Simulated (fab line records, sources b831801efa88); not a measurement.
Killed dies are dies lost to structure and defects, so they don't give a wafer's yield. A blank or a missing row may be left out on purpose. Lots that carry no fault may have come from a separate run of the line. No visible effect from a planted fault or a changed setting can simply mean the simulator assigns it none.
Struck lot and sound lot, side by side :: flow sky130 :: 15 steps out of a route of 708
Sound: these wafers, L196.1, L196.4, L196.5. Wafers L201.1, L201.3, L201.6 were the ones struck. The cause is given at the end.
Order at every step that has rows: each side's tool, ch and its chambers, its first start. Under that, the readings that differ: sound wafers :: struck wafers :: difference of the means :: sigmas: that difference in standard deviations of wafers without a fault.
alike: same words and numbers on both sides, and readings whose means sit less than 2 such deviations apart. not compared: any withheld reading, any reading some wafer has no value for, any bound like >300 that may hide the same value, and any number with overlapping values for which the record gives no deviation.
A row with sigmas, a row that says differs or no value, or rows on one side alone: a step with any of these is where the two part. When numbers do not overlap yet have no deviation, they are printed without sigmas and do not part them. Lack of a reading on every wafer of one side parts them only where that side has two or more wafers.

first, 6 steps without rows for these wafers: SKY_PASSIVATION_HMDS_05 (prime time 60 s); SKY_PASSIVATION_COAT_06 (resist thk 3000 nm); SKY_PASSIVATION_SOFTBAKE_07; SKY_PASSIVATION_EXPOSE_08 (exposes mask NSM, target cd 3000 nm); SKY_PASSIVATION_PEB_09; SKY_PASSIVATION_DEVELOP_10 (develop time 60 s).
SKY_PASSIVATION_ETCH_11: etches the open film in CF4/O2, stops on AlCu, target depth 725 nm, time 161.1 s.
  sound on rieDiel-02 ch 0,1, day 46 16:49; struck on rieDiel-04 ch 0,1,2, day 47 00:13
  alike: drypumpMotorCurrentA, oesProductAu, throttleValvePct
  not compared: rfHoursCounterH
SKY_PASSIVATION_STRIP_12: strips in O2/N2.
  sound on plasmaAsher-04 ch 0,1, day 46 16:55; struck on plasmaAsher-01 ch 1, day 47 00:19
  alike: drypumpMotorCurrentA, oesProductAu, stripTimeToEndpointS
  not compared: rfHoursCounterH
then, 4 steps without rows for these wafers: SKY_PAD_OPEN_DEHYDRATE_00 (time 60 s); SKY_PAD_OPEN_HMDS_01 (prime time 60 s); SKY_PAD_OPEN_COAT_02 (resist thk 3000 nm); SKY_PAD_OPEN_SOFTBAKE_03.
SKY_PAD_OPEN_EXPOSE_04: exposes mask PDM, target cd 60000 nm.
  sound on ilineStepper-02 ch 0, day 47 04:20; struck on ilineStepper-02 ch 0, day 47 10:01
reading: exposureDoseMJCm2
sound: 259.92 260.09 259.74
struck: 263.97 263.84 264.10
difference: +4.05
sigmas: +16
  alike: mask
after that, 1 step had no rows for these wafers: SKY_PAD_OPEN_PEB_05.
SKY_PAD_OPEN_PROBE_99:
  sound: prober-02 at day 47 16:28; struck: prober-01 at day 47 22:20
reading: killedAtOther
sound: 0 0 0
struck: 1 2 1
difference: +1
sigmas: +2
  alike: defectLimitedYield, killed_at_M0_to_M3, killed_at_M4_up, killedAtContacts, killedAtFrontEnd, killedDies, killedOnRim, killedOpen, killedShort, sort_bin_3_pad_short, sort_bin_5_function, sort_bin_6_memory, sortNPass, sortYieldPct

== WHERE THEY PART ==
At SKY_PAD_OPEN_EXPOSE_04 first; at SKY_PAD_OPEN_PROBE_99 last (within this record only).

WHY: what the simulator had put in
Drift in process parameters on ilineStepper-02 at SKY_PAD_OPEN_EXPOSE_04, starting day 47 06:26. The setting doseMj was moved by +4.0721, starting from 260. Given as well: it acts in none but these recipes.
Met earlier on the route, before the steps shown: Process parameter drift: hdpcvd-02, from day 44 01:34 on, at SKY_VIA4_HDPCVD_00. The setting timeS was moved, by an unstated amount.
